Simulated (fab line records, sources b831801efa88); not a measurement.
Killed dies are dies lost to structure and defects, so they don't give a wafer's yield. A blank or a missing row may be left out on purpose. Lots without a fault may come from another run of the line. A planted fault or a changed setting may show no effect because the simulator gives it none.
Chamber matching | flow sky130 | SKY_VIA4_CMP_21 on cmp-02: 4 sister chambers
The step polishes, stops on SiO2, t overpolish 25 s, target thk 0 nm. 16 wafers are shown with their chamber, then 8 later ones without.

WAFERS WITH THEIR CHAMBER
wafer  | chamber | motor_current_A (A) | time_to_endpoint_s (s) | overpolish_run_s (s)
L239.1 | 2       | 11.1                | 116                    | 25.003
L239.3 | 0       | 10.5                | 113                    | 24.993
L239.4 | 1       | 10.5                | 119                    | 24.996
L241.3 | 1       | 10.3                | 125                    | 24.999
L241.4 | 3       | 10.5                | 122                    | 24.997
L241.6 | 2       | 11.4                | 126                    | 24.989
L240.1 | 2       | 11.5                | 127                    | 25.004
L240.2 | 0       | 9.8                 | 120                    | 25.013
L240.5 | 2       | 11.4                | 126                    | 24.982
L245.1 | 0       | 10.7                | 114                    | 24.995
L245.2 | 3       | 10.5                | 121                    | 25.001
L245.6 | 1       | 10.2                | 122                    | 25.008
L248.2 | 0       | 10.6                | 114                    | 24.998
L248.4 | 3       | 10.8                | 119                    | 24.986
L248.6 | 3       | 10.8                | 122                    | 25.002
L260.2 | 3       | 10.5                | 117                    | 24.982

SIGNATURES (means of the wafers above)
reading            | chamber 0 | chamber 1 | chamber 2 | chamber 3 | scatter within a chamber
motor_current_A    | 10.400    | 10.333    | 11.350    | 10.620    | 0.249
time_to_endpoint_s | 115.25    | 122.00    | 123.75    | 120.20    | 3.52
overpolish_run_s   | 24.99975  | 25.00100  | 24.99450  | 24.99360  | 0.00914
Rule: a wafer's distance from a chamber is the root of the sum, over the readings, of the square of ((its reading less the chamber's mean) divided by the reading's scatter). The wafer belongs to the nearest chamber; if the next one is less than 2 further off, it can't be placed. The scatter: the root of (the sum of the squares of (reading less its chamber's mean) over the shown wafers, divided by (wafers less chambers)).

WAFERS WITHOUT THEIR CHAMBER
wafer  | motor_current_A (A) | time_to_endpoint_s (s) | overpolish_run_s (s)
L260.5 | 10.7                | 119                    | 25.006
L260.6 | 11.2                | 119                    | 25.002
L259.1 | 10.6                | 119                    | 24.997
L259.2 | 11.5                | 114                    | 25.002
L259.4 | 10.5                | 114                    | 25.012
L262.1 | 10.9                | 121                    | 24.998
L262.2 | 11.0                | 121                    | 25.014
L262.4 | 10.7                | 122                    | 25.010

WHICH CHAMBER EACH WENT THROUGH
wafer  | from the rows above               | in truth
L260.5 | can't be placed: 3 or 0 or 1 or 2 | 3
L260.6 | can't be placed: 2 or 3 or 0 or 1 | 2
L259.1 | can't be placed: 3 or 0 or 1      | 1
L259.2 | can't be placed: 2 or 3 or 0      | 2
L259.4 | can't be placed: 0 or 1 or 3      | 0
L262.1 | can't be placed: 3 or 2 or 1 or 0 | 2
L262.2 | can't be placed: 2 or 3 or 1 or 0 | 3
L262.4 | can't be placed: 1 or 3 or 0 or 2 | 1
Placed correctly: 0 of 8. Can't be placed from these rows: 8 (the true chamber is among the candidates in 8). Placed wrongly: 0.
